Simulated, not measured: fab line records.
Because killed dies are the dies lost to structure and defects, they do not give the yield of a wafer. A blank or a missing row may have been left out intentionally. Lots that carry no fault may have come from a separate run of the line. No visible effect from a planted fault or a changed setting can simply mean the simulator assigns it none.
2 desks, one fault :: flow sky130 :: each desk has only its own numbers; what lay behind them comes last

## THE TOOL OWNER'S DESK: rie_diel-01
The tool's own readings at SKY_VIA3_ETCH_14 (etches BARC in N2/H2, stops on SiO2, time 45.9 s, target depth 60 nm): means of the sampled wafers that have a number, for each lot that ran on this tool. A lot is out of limits, marked OUT, if its mean lies more than 4 standard deviations from the usual mean; the brackets give that distance.
Columns: A = drypump_motor_current_A at SKY_VIA3_ETCH_14, usual 5.8 A; B = h2_flow_sccm at SKY_VIA3_ETCH_14, usual 200.0 sccm; C = oes_product_au at SKY_VIA3_ETCH_14, usual 0.853 a.u.; D = run_length_s at SKY_VIA3_ETCH_14, usual 74.0 s; E = throttle_valve_pct at SKY_VIA3_ETCH_14, usual 13.225 %
lot: L806
first seen here: day 39 22:56
A: 6.0
B: 200.3
C: 0.849
D: 74.1
E: 13.229

lot: L812
first seen here: day 42 05:06
A: 5.8
B: 200.3
C: 0.990 (+26) OUT
D: 66.5 (-22) OUT
E: 13.239
This desk finds L812 out of limits, L812 being first, at day 42 05:06 (oes_product_au at SKY_VIA3_ETCH_14). L806 stayed within limits.

## THE METROLOGY DESK
What the gauges read for every lot (on any tool): the sampled wafers with a number, averaged. A lot is out of limits, marked OUT, if its mean lies more than 4 standard deviations from the usual mean; the brackets give that distance.
Columns: A = VIA3_BOW at SKY_VIA3_BOW_MEAS_03, usual 79 um; B = cd_nm at SKY_VIA3_CD_MEAS_12, usual 199.9 nm; C = VIA3_OVL at SKY_VIA3_OVL_MEAS_13, usual 0 nm
lot: L806
first seen here: day 38 22:28
A: 74
B: 200.2
C: -3

lot: L808
first seen here: day 39 13:41
A: 87
B: 199.8
C: -4

lot: L812
first seen here: day 41 05:11
A: 88
B: 198.8
C: 1

lot: L820
first seen here: day 43 06:26
A: 86
B: 201.5
C: -4

lot: L823
first seen here: day 44 06:02
A: 70
B: 200.4
C: 4
This desk's verdict: no lot among the 5 shows anything out of limits.

## PUT TOGETHER
The tool owner's desk could have raised an alarm at day 42 05:06, on L812.
Nothing out of limits was seen by the metrology desk.
The metrology desk has L812 on record, within its limits.
The lots listed all ran SKY_VIA3_ETCH_14 on rie_diel-01.

## WHAT THE SIMULATOR PUT IN
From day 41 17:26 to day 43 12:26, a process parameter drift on rie_diel-01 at SKY_VIA3_ETCH_14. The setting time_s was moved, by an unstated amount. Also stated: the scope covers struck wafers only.
Struck lots among those shown: L812.
Delay in hours, fault start to first out-of-limits reading, by desk: the tool owner's desk at 12.
